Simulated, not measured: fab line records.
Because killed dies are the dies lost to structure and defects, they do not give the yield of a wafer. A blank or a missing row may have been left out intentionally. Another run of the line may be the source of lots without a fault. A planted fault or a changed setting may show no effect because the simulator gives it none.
Shared-tool check / flow sky130 / Sample size 11 lots and 33 wafers

REASON IT WAS OPENED
Of 11 lots, 1 have the reading NWELL_TW flagged at SKY_NWELL_TW_MEAS_15. No-fault wafers: 1808, standard deviation 18.
Rule: a lot is flagged when every wafer of it that has a number lies more than 4 standard deviations from that mean, or none has a number. As for the other lots, they are considered sound.

lot=L937; measured=day 4 10:21; on=filmMetro-04; NWELL_TW, wafer by wafer=1800 1799 1796; flag=
lot=L940; measured=day 5 08:42; on=filmMetro-03; NWELL_TW, wafer by wafer=1782 1794 1798; flag=
lot=L945; measured=day 6 08:16; on=filmMetro-01; NWELL_TW, wafer by wafer=1835 1836 1819; flag=
lot=L947; measured=day 6 23:13; on=filmMetro-04; NWELL_TW, wafer by wafer=30 30 30; flag=FLAGGED
lot=L954; measured=day 9 07:27; on=filmMetro-04; NWELL_TW, wafer by wafer=1796 1785 1792; flag=
lot=L955; measured=day 9 07:48; on=filmMetro-04; NWELL_TW, wafer by wafer=1795 1789 1791; flag=
lot=L956; measured=day 9 14:34; on=filmMetro-01; NWELL_TW, wafer by wafer=1848 1842 1837; flag=
lot=L958; measured=day 9 20:34; on=filmMetro-01; NWELL_TW, wafer by wafer=1827 1825 1828; flag=
lot=L957; measured=day 9 21:16; on=filmMetro-03; NWELL_TW, wafer by wafer=1793 1780 1783; flag=
lot=L960; measured=day 10 05:34; on=filmMetro-03; NWELL_TW, wafer by wafer=1797 1801 1796; flag=
lot=L959; measured=day 10 06:04; on=filmMetro-03; NWELL_TW, wafer by wafer=1789 1798 1800; flag=
The numbers of the flagged lots are 30 on average: -1778 against the usual, or -99 standard deviations.

WHICH TOOL EACH LOT WENT THROUGH
Before the reading, the record contains 2 process steps out of a 708-step route. Read each cell as the tool, then ch plus the chambers that the sampled wafers visited, then the start.
lot=L937; flag=; SKY_NWELL_EXPOSE_07=ilineStepper-01 ch 0, day 4 01:52; SKY_NWELL_STRIP_14=plasmaAsher-02 ch 0,1, day 4 10:15
lot=L940; flag=; SKY_NWELL_EXPOSE_07=ilineStepper-02 ch 0, day 4 23:23; SKY_NWELL_STRIP_14=plasmaAsher-04 ch 0,1, day 5 08:36
lot=L945; flag=; SKY_NWELL_EXPOSE_07=ilineStepper-01 ch 0, day 5 22:58; SKY_NWELL_STRIP_14=plasmaAsher-03 ch 0,1, day 6 08:10
lot=L947; flag=FLAGGED; SKY_NWELL_EXPOSE_07=ilineStepper-01 ch 0, day 6 13:49; SKY_NWELL_STRIP_14=plasmaAsher-04 ch 0, day 6 23:07
lot=L954; flag=; SKY_NWELL_EXPOSE_07=ilineStepper-01 ch 0, day 8 21:03; SKY_NWELL_STRIP_14=plasmaAsher-03 ch 0,1, day 9 07:21
lot=L955; flag=; SKY_NWELL_EXPOSE_07=ilineStepper-02 ch 0, day 8 21:21; SKY_NWELL_STRIP_14=plasmaAsher-02 ch 0, day 9 07:42
lot=L956; flag=; SKY_NWELL_EXPOSE_07=ilineStepper-02 ch 0, day 9 03:28; SKY_NWELL_STRIP_14=plasmaAsher-03 ch 0,1, day 9 14:28
lot=L958; flag=; SKY_NWELL_EXPOSE_07=ilineStepper-02 ch 0, day 9 08:53; SKY_NWELL_STRIP_14=plasmaAsher-04 ch 0,1, day 9 20:29
lot=L957; flag=; SKY_NWELL_EXPOSE_07=ilineStepper-02 ch 0, day 9 09:23; SKY_NWELL_STRIP_14=plasmaAsher-03 ch 0,1, day 9 21:09
lot=L960; flag=; SKY_NWELL_EXPOSE_07=ilineStepper-02 ch 0, day 9 17:58; SKY_NWELL_STRIP_14=plasmaAsher-02 ch 0,1, day 10 05:28
lot=L959; flag=; SKY_NWELL_EXPOSE_07=ilineStepper-01 ch 0, day 9 18:41; SKY_NWELL_STRIP_14=plasmaAsher-03 ch 0,1, day 10 05:58
What is done by these steps:
- SKY_NWELL_EXPOSE_07: exposes mask NWM, target cd 840 nm.
- SKY_NWELL_STRIP_14: strips in O2/N2.
- SKY_NWELL_TW_MEAS_15

FLAGGED OVER TOTAL, TOOL BY TOOL (the gauges that took the reading come last)
step=SKY_NWELL_EXPOSE_07; tool=ilineStepper-01; lots run=5; flagged=1; share of the flagged lots=all; sound lots run after its first flagged lot=2 (L954,L959)
step=SKY_NWELL_EXPOSE_07; tool=ilineStepper-02; lots run=6; flagged=0; share of the flagged lots=none; sound lots run after its first flagged lot=-
step=SKY_NWELL_STRIP_14; tool=plasmaAsher-02; lots run=3; flagged=0; share of the flagged lots=none; sound lots run after its first flagged lot=-
step=SKY_NWELL_STRIP_14; tool=plasmaAsher-03; lots run=5; flagged=0; share of the flagged lots=none; sound lots run after its first flagged lot=-
step=SKY_NWELL_STRIP_14; tool=plasmaAsher-04; lots run=3; flagged=1; share of the flagged lots=all; sound lots run after its first flagged lot=1 (L958)
step=SKY_NWELL_TW_MEAS_15; tool=filmMetro-01; lots run=3; flagged=0; share of the flagged lots=none; sound lots run after its first flagged lot=-
step=SKY_NWELL_TW_MEAS_15; tool=filmMetro-03; lots run=4; flagged=0; share of the flagged lots=none; sound lots run after its first flagged lot=-
step=SKY_NWELL_TW_MEAS_15; tool=filmMetro-04; lots run=4; flagged=1; share of the flagged lots=all; sound lots run after its first flagged lot=2 (L954,L955)

WHAT IS ALLOWED BY THE TABLE
3 rows of the table ran every flagged lot: ilineStepper-01 at SKY_NWELL_EXPOSE_07, plasmaAsher-04 at SKY_NWELL_STRIP_14, filmMetro-04 at SKY_NWELL_TW_MEAS_15.
- ilineStepper-01 at SKY_NWELL_EXPOSE_07 ran 5 lots, 1 of them flagged. Sound lots followed the first flagged one (L954, L959) on it, something a lasting fault affecting the whole tool could not allow.
- plasmaAsher-04 at SKY_NWELL_STRIP_14 ran 3 lots, 1 of them flagged. Sound lots followed the first flagged one (L958) on it, something a lasting fault affecting the whole tool could not allow.
- filmMetro-04 at SKY_NWELL_TW_MEAS_15 ran 4 lots, 1 of them flagged. Sound lots followed the first flagged one (L954, L955) on it, something a lasting fault affecting the whole tool could not allow.
No row of the table ran every flagged lot and no sound lot after the first.

WHAT HAD BEEN PUT IN BY THE SIMULATOR
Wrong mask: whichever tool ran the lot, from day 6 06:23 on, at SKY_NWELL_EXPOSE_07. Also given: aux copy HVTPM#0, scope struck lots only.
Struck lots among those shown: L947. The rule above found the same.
